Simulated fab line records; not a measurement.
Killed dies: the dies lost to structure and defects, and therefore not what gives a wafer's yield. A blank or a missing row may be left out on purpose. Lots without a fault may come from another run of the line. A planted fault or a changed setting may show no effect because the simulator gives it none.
Which tool is to blame? | flow sky130 | 24 lots, 72 wafers sampled, at 4 steps of a route of 708

## WHAT THE GAUGES SHOWED, per wafer
SKY_VIA4_THK_MEAS_01. Usual: VIA4_HDPCVD_THK 1749 nm, standard deviation 18.
lot  | measured     | on            | VIA4_HDPCVD_THK (nm) | flag
L075 | day 43 05:13 | film metro-03 | 1742 1739 1747       |
L078 | day 43 06:45 | film metro-03 | 1706 1729 1724       |
L076 | day 43 12:27 | film metro-01 | 1774 1775 1766       |
L074 | day 43 12:48 | film metro-03 | 1732 1729 1753       |
L077 | day 43 15:42 | film metro-04 | 1755 1752 1774       |
L080 | day 43 18:58 | film metro-03 | 1748 1739 1739       |
L079 | day 43 23:04 | film metro-01 | 1784 1753 1750       |
L081 | day 44 03:03 | film metro-01 | 1758 1779 1765       |
L082 | day 44 09:46 | film metro-04 | 1786 1774 1782       |
L083 | day 44 18:01 | film metro-04 | 1770 1742 1772       |
L084 | day 44 23:42 | film metro-03 | 1747 1759 1730       |
L085 | day 45 02:45 | film metro-04 | 1757 1738 1724       |
L086 | day 45 11:51 | film metro-03 | 1743 1761 1764       |
L087 | day 45 14:10 | film metro-03 | 1710 1745 1721       |
L088 | day 45 18:18 | film metro-04 | 1735 1761 1752       |
L089 | day 46 00:56 | film metro-04 | 1749 1760 1751       |
L090 | day 46 13:44 | film metro-01 | 1750 1739 1750       |
L091 | day 46 15:45 | film metro-01 | 1719 1713 1726       |
L092 | day 46 19:39 | film metro-03 | 1713 1744 1721       |
L093 | day 47 01:33 | film metro-03 | 1748 1742 1738       |
L094 | day 47 12:55 | film metro-01 | 1734 1754 1746       |
L095 | day 47 17:16 | film metro-04 | 1750 1752 1736       |
L096 | day 47 20:20 | film metro-01 | 1741 1760 1740       |
L097 | day 48 04:17 | film metro-03 | 1757 1727 1754       |

## EACH LOT AND THE TOOL THAT RAN IT (in order: tool; ch and the chambers of the sampled wafers; start)
lot  | SKY_METAL2_METAL_ETCH_19          | SKY_METAL2_STRIP_20                  | SKY_METAL3_SPUTTER_03
L075 | rie metal-03 ch 0,1, day 36 19:05 | plasma asher-04 ch 0,1, day 36 19:11 | pvd sputter-01, day 37 22:48
L078 | rie metal-04 ch 0,1, day 36 20:35 | plasma asher-04 ch 0,1, day 36 20:41 | pvd sputter-01, day 38 00:43
L076 | rie metal-04 ch 0,1, day 37 01:39 | plasma asher-01 ch 0,1, day 37 01:44 | pvd sputter-02, day 38 05:28
L074 | rie metal-03 ch 0,1, day 37 02:18 | plasma asher-04 ch 1, day 37 02:23   | pvd sputter-01, day 38 06:26
L077 | rie metal-04 ch 0,1, day 37 04:41 | plasma asher-04 ch 0,1, day 37 04:47 | pvd sputter-04, day 38 09:03
L080 | rie metal-04 ch 0,1, day 37 11:40 | plasma asher-04 ch 0,1, day 37 11:46 | pvd sputter-02, day 38 15:23
L079 | rie metal-03 ch 0,1, day 37 14:44 | plasma asher-04 ch 0,1, day 37 14:49 | pvd sputter-02, day 38 18:38
L081 | rie metal-04 ch 0,1, day 37 18:11 | plasma asher-04 ch 0,1, day 37 18:16 | pvd sputter-01, day 38 21:36
L082 | rie metal-01 ch 0,1, day 38 02:55 | plasma asher-01 ch 0,1, day 38 03:01 | pvd sputter-04, day 39 06:42
L083 | rie metal-04 ch 0,1, day 38 12:02 | plasma asher-04 ch 0,1, day 38 12:07 | pvd sputter-04, day 39 15:27
L084 | rie metal-04 ch 0,1, day 38 18:45 | plasma asher-04 ch 0,1, day 38 18:50 | pvd sputter-01, day 39 21:33
L085 | rie metal-04 ch 0,1, day 38 22:02 | plasma asher-04 ch 0,1, day 38 22:08 | pvd sputter-02, day 40 01:40
L086 | rie metal-01 ch 0,1, day 39 07:39 | plasma asher-04 ch 0,1, day 39 07:44 | pvd sputter-02, day 40 11:13
L087 | rie metal-01 ch 0,1, day 39 11:41 | plasma asher-01 ch 0,1, day 39 11:46 | pvd sputter-04, day 40 14:48
L088 | rie metal-03 ch 0,1, day 39 15:51 | plasma asher-01 ch 1, day 39 15:56   | pvd sputter-04, day 40 18:51
L089 | rie metal-03 ch 0,1, day 40 00:57 | plasma asher-04 ch 0,1, day 40 01:02 | pvd sputter-04, day 41 03:59
L090 | rie metal-03 ch 0,1, day 40 13:45 | plasma asher-03 ch 0,1, day 40 13:50 | pvd sputter-01, day 41 17:42
L091 | rie metal-01 ch 0,1, day 40 14:48 | plasma asher-01 ch 0,1, day 40 14:53 | pvd sputter-04, day 41 18:40
L092 | rie metal-03 ch 0,1, day 40 21:17 | plasma asher-03 ch 0,1, day 40 21:23 | pvd sputter-01, day 42 01:04
L093 | rie metal-01 ch 0,1, day 41 03:30 | plasma asher-01 ch 0,1, day 41 03:35 | pvd sputter-01, day 42 06:10
L094 | rie metal-04 ch 0,1, day 41 16:08 | plasma asher-03 ch 0,1, day 41 16:14 | pvd sputter-02, day 42 18:40
L095 | rie metal-01 ch 0,1, day 41 22:07 | plasma asher-03 ch 0,1, day 41 22:13 | pvd sputter-04, day 43 00:13
L096 | rie metal-03 ch 0,1, day 42 00:00 | plasma asher-03 ch 0,1, day 42 00:05 | pvd sputter-01, day 43 02:12
L097 | rie metal-04 ch 0,1, day 42 06:43 | plasma asher-03 ch 0, day 42 06:48   | pvd sputter-02, day 43 10:34
- SKY_METAL2_METAL_ETCH_19: etches the open film in Cl2/BCl3, stops on SiO2, target depth 360 nm, time 78 s.
- SKY_METAL2_STRIP_20: strips in O2/N2.
- SKY_METAL3_SPUTTER_03: material Ti, target thk 5 nm, time 3.3 s.

## WHAT THE TOOLS THEMSELVES READ (means of the sampled wafers that have a number; where no wafer has one, the mark that the record gives instead)
SKY_METAL2_METAL_ETCH_19. Usual: bcl3 flow sccm 30.02 sccm, standard deviation 0.088; chamber pressure mTorr 10.001 mTorr, standard deviation 0.011; drypump motor current A 5.90 A, standard deviation 0.29; oes product au 0.852 a.u., standard deviation 0.0051; throttle valve pct 22.264 %, standard deviation 0.0092.
lot  | tool         | bcl3 flow sccm (sccm) | chamber pressure mTorr (mTorr) | drypump motor current A (A) | oes product au (a.u.) | throttle valve pct (%) | flag
L075 | rie metal-03 | 30.06                 | 10.004                         | 5.68                        | 0.856                 | 22.264                 |
L078 | rie metal-04 | 30.08                 | 9.997                          | 5.80                        | 0.853                 | 22.270                 |
L076 | rie metal-04 | 30.02                 | 9.998                          | 5.83                        | 0.850                 | 22.259                 |
L074 | rie metal-03 | 29.90                 | 10.000                         | 5.67                        | 0.852                 | 22.259                 |
L077 | rie metal-04 | 29.92                 | 9.995                          | 5.81                        | 0.848                 | 22.277                 |
L080 | rie metal-04 | 30.13                 | 10.008                         | 5.91                        | 0.851                 | 22.256                 |
L079 | rie metal-03 | 30.04                 | 9.999                          | 5.67                        | 0.849                 | 22.266                 |
L081 | rie metal-04 | 29.99                 | 9.992                          | 5.82                        | 0.855                 | 22.265                 |
L082 | rie metal-01 | 29.98                 | 10.005                         | 6.33                        | 0.851                 | 22.266                 |
L083 | rie metal-04 | 30.11                 | 9.991                          | 5.93                        | 0.852                 | 22.274                 |
L084 | rie metal-04 | 30.09                 | 10.005                         | 5.81                        | 0.849                 | 22.269                 |
L085 | rie metal-04 | 30.11                 | 9.992                          | 5.93                        | 0.855                 | 22.270                 |
L086 | rie metal-01 | 30.05                 | 10.027                         | 6.30                        | 0.847                 | 22.276                 |
L087 | rie metal-01 | 30.01                 | 10.007                         | 6.30                        | 0.854                 | 22.269                 |
L088 | rie metal-03 | 29.99                 | 9.996                          | 5.68                        | 0.849                 | 22.262                 |
L089 | rie metal-03 | 29.91                 | 10.006                         | 5.59                        | 0.852                 | 22.266                 |
L090 | rie metal-03 | 30.05                 | 10.000                         | 5.60                        | 0.856                 | 22.262                 |
L091 | rie metal-01 | 30.00                 | 10.011                         | 6.29                        | 0.854                 | 22.259                 |
L092 | rie metal-03 | 30.15                 | 10.002                         | 5.59                        | 0.852                 | 22.267                 |
L093 | rie metal-01 | 30.00                 | 9.994                          | 6.35                        | 0.857                 | 22.271                 |
L094 | rie metal-04 | 30.03                 | 10.001                         | 5.92                        | 0.851                 | 22.264                 |
L095 | rie metal-01 | 29.96                 | 10.006                         | 6.34                        | 0.853                 | 22.259                 |
L096 | rie metal-03 | 30.01                 | 10.001                         | 5.68                        | 0.852                 | 22.254                 |
L097 | rie metal-04 | 30.04                 | 10.007                         | 5.82                        | 0.853                 | 22.260                 |

SKY_METAL2_STRIP_20. Usual: chamber pressure mTorr 1500.0 mTorr, standard deviation 1.3; drypump motor current A 6.1 A, standard deviation 0.49; oes product au 0.344 a.u., standard deviation 0.0051; strip time to endpoint s 2.73 s, standard deviation 0.035.
lot  | tool            | chamber pressure mTorr (mTorr) | drypump motor current A (A) | oes product au (a.u.) | strip time to endpoint s (s) | flag
L075 | plasma asher-04 | 1498.6                         | 6.5                         | 0.347                 | 2.75                         |
L078 | plasma asher-04 | 1500.9                         | 6.6                         | 0.342                 | 2.74                         |
L076 | plasma asher-01 | 1500.9                         | 5.9                         | 0.339                 | 2.70                         |
L074 | plasma asher-04 | 1502.0                         | 6.8                         | 0.346                 | 2.79                         |
L077 | plasma asher-04 | 1499.3                         | 6.5                         | 0.347                 | 2.73                         |
L080 | plasma asher-04 | 1500.0                         | 6.5                         | 0.339                 | 2.74                         |
L079 | plasma asher-04 | 1499.8                         | 6.6                         | 0.343                 | 2.73                         |
L081 | plasma asher-04 | 1500.5                         | 6.5                         | 0.346                 | 2.76                         |
L082 | plasma asher-01 | 1499.8                         | 5.9                         | 0.344                 | 2.69                         |
L083 | plasma asher-04 | 1500.3                         | 6.6                         | 0.348                 | 2.75                         |
L084 | plasma asher-04 | 1500.8                         | 6.5                         | 0.347                 | 2.76                         |
L085 | plasma asher-04 | 1500.1                         | 6.5                         | 0.342                 | 2.74                         |
L086 | plasma asher-04 | 1499.2                         | 6.6                         | 0.344                 | 2.70                         |
L087 | plasma asher-01 | 1500.8                         | 6.1                         | 0.341                 | 2.72                         |
L088 | plasma asher-01 | 1500.6                         | 6.3                         | 0.348                 | 2.74                         |
L089 | plasma asher-04 | 1499.2                         | 6.5                         | 0.345                 | 2.73                         |
L090 | plasma asher-03 | 1500.0                         | 5.6                         | 0.341                 | 2.68                         |
L091 | plasma asher-01 | 1500.8                         | 6.1                         | 0.338                 | 2.72                         |
L092 | plasma asher-03 | 1499.5                         | 5.5                         | 0.344                 | 2.72                         |
L093 | plasma asher-01 | 1501.2                         | 5.9                         | 0.348                 | 2.77                         |
L094 | plasma asher-03 | 1500.2                         | 5.5                         | 0.347                 | 2.75                         |
L095 | plasma asher-03 | 1499.7                         | 5.6                         | 0.344                 | 2.74                         |
L096 | plasma asher-03 | 1501.4                         | 5.6                         | 0.341                 | 2.73                         |
L097 | plasma asher-03 | 1499.8                         | 5.5                         | 0.346                 | 2.73                         |

SKY_METAL3_SPUTTER_03. Usual: 30.2 % for throttle valve pct, sd 1.1.
lot  | tool           | throttle valve pct (%) | flag
L075 | pvd sputter-01 | 30.4                   |
L078 | pvd sputter-01 | 30.6                   |
L076 | pvd sputter-02 | 29.9                   |
L074 | pvd sputter-01 | 30.9                   |
L077 | pvd sputter-04 | 30.3                   |
L080 | pvd sputter-02 | 30.1                   |
L079 | pvd sputter-02 | 29.3                   |
L081 | pvd sputter-01 | 30.9                   |
L082 | pvd sputter-04 | 28.5                   |
L083 | pvd sputter-04 | 30.3                   |
L084 | pvd sputter-01 | 31.1                   |
L085 | pvd sputter-02 | 29.2                   |
L086 | pvd sputter-02 | 30.6                   |
L087 | pvd sputter-04 | 30.1                   |
L088 | pvd sputter-04 | 29.6                   |
L089 | pvd sputter-04 | 30.5                   |
L090 | pvd sputter-01 | 30.2                   |
L091 | pvd sputter-04 | 29.4                   |
L092 | pvd sputter-01 | 31.0                   |
L093 | pvd sputter-01 | 30.5                   |
L094 | pvd sputter-02 | 29.9                   |
L095 | pvd sputter-04 | 30.3                   |
L096 | pvd sputter-01 | 30.3                   |
L097 | pvd sputter-02 | 30.2                   |

## THE ANSWER, worked out from the rows above alone
Rule: lot off if the mean of its wafers having a number is beyond 3 standard deviations from the usual mean. Also off: a lot with no number at a reading for which 4 or more lots have one. Any other lot the step has rows for is counted as sound. First the gauges in route order, then the tools' own readings, where a lot's mean is used as printed above. At the first step where some lot is off, the reading lying furthest off is the one used; lots without a number count as furthest.
Across all readings shown, no lot is off: no conclusion can be drawn from this.

## WHAT THE SIMULATOR HAD INSERTED
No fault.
